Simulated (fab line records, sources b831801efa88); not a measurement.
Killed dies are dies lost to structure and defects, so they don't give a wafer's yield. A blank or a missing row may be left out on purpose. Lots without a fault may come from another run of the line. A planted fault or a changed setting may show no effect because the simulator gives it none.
Problem report in the 8D (eight disciplines) form, filled by code | flow sfq_line | the parts of the form that need people (team, actions taken, sign-off) are left out

1. THE PROBLEM
run_length_s at SFQ_TRILAYER_M0_BARC_OPEN_METAL_ETCH_031 reads a mean of 79.2 s on 2 wafers of 1 lot; wafers without a fault read 70.1 s with a standard deviation of 0.3. That is +30 standard deviations from the usual mean.
The step: etches BARC in O2, target depth 125 nm, time 41.7 s.
First seen on wafer L112.2, day 13 12:17, on rie_metal-03. The record holds 14 wafers of 5 lots with a number at this step. Rule for "out", or "out of limits": more than 4 standard deviations from the usual mean. The other wafers with a number count as sound.

2. WHAT IT IS AND WHAT IT IS NOT
question                    | is                           | is not
which readings at this step | run_length_s, oes_product_au | drypump_motor_current_A
which lots                  | L112                         | L107, L108, L117, L125
which wafers of those lots  | all that have a number       | -
read on which tools         | rie_metal-03                 | rie_metal-01
when                        | from day 13 12:17            | up to then (6 sound wafers); but 6 sound wafers of L117, L125 came after

3. SUSPECTS, AND WHAT RULES EACH OUT
Counting: a tool at a process step up to the reading stays a suspect if it ran every lot that is out and no sound lot after the first of them.
- pvd_sputter-06 at SFQ_TRILAYER_M0_DEP_SPUTTER_019 (material Nb, target thk 200 nm, time 133.3 s): ruled out as a lasting fault. Sound lots L117 ran on it after its first lot that is out, L112 (day 10 19:00).
- rie_metal-03 at SFQ_TRILAYER_M0_BARC_OPEN_METAL_ETCH_031 (etches BARC in O2, target depth 125 nm, time 41.7 s): kept. It ran the lot that is out, L112 (day 13 12:17), and no sound lot after that; its last sound lot up to then is L108 (day 13 07:28). Its own readings are out on those wafers: oes_product_au, run_length_s.
Left after counting: rie_metal-03 at SFQ_TRILAYER_M0_BARC_OPEN_METAL_ETCH_031.

4. THE CAUSE (what the simulator had put in)
Process parameter drift: rie_metal-03, from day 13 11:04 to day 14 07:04, at SFQ_TRILAYER_M0_BARC_OPEN_METAL_ETCH_031. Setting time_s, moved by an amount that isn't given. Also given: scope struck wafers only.
Counting left only this tool.

5. THE CHAIN OF EFFECTS, in route order
Each row: a reading whose mean over the struck wafers that have a number lies more than 3 standard deviations from the usual. Only readings for which the record gives a usual standard deviation are gone through. hours: the time from each lot's start at the first step in this table that gives one to its start at this step, as a median over the lots. sigmas: the change in usual standard deviations.
hours | step                                     | reading        | usual      | on struck wafers | change | sigmas
0     | SFQ_TRILAYER_M0_BARC_OPEN_METAL_ETCH_031 | oes_product_au | 0.685 a.u. | 0.626            | -0.059 | -14
0     | SFQ_TRILAYER_M0_BARC_OPEN_METAL_ETCH_031 | run_length_s   | 70.1 s     | 79.2             | +9.1   | +30
The process steps in it:
- SFQ_TRILAYER_M0_BARC_OPEN_METAL_ETCH_031: etches BARC in O2, target depth 125 nm, time 41.7 s.

6. WHAT WOULD HAVE CAUGHT IT SOONER
In this record the first reading out of limits was taken at day 13 12:17, 1 hour after the fault began at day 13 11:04.
